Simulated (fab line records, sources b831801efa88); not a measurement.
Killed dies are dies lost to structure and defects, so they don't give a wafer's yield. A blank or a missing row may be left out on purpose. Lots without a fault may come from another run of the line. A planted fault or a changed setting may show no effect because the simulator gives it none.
Chamber matching | flow gf180mcu | GF_V2_CMP_04 on cmp-01: 4 sister chambers
The step polishes SiO2. 4 wafers are shown with their chamber, then 7 later ones without.

WAFERS WITH THEIR CHAMBER
wafer  | chamber | motor_current_A (A)
L754.5 | 0       | 12.4
L758.1 | 2       | 12.6
L758.2 | 3       | 12.6
L759.2 | 1       | 11.9

WAFERS WITHOUT THEIR CHAMBER
wafer  | motor_current_A (A)
L759.5 | 12.7
L759.6 | 12.5
L762.2 | 12.3
L762.4 | 12.1
L767.1 | 13.3
L767.2 | 12.9
L767.3 | 12.1

WHICH CHAMBER EACH WENT THROUGH
wafer  | from the rows above               | in truth
L759.5 | can't be placed: 2 or 3 or 0      | 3
L759.6 | can't be placed: 0 or 2 or 3 or 1 | 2
L762.2 | can't be placed: 0 or 2 or 3 or 1 | 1
L762.4 | can't be placed: 1 or 0 or 2 or 3 | 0
L767.1 | can't be placed: 2 or 3 or 0      | 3
L767.2 | can't be placed: 2 or 3 or 0      | 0
L767.3 | can't be placed: 1 or 0 or 2 or 3 | 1
Placed correctly: 0 of 7. Can't be placed from these rows: 7 (the true chamber is among the candidates in 7). Placed wrongly: 0.
How it was worked out, from the rows above alone: a wafer's distance from a chamber is the root of the sum, over the readings, of the square of ((its reading less the chamber's mean) divided by the reading's scatter). The wafer belongs to the nearest chamber; if the next one is less than 2 further off, it can't be placed. A chamber's mean is the mean of its shown wafers. The scatter: with one shown wafer a chamber, the root of the mean of the squares of how far each hidden wafer lies from its nearest shown one.
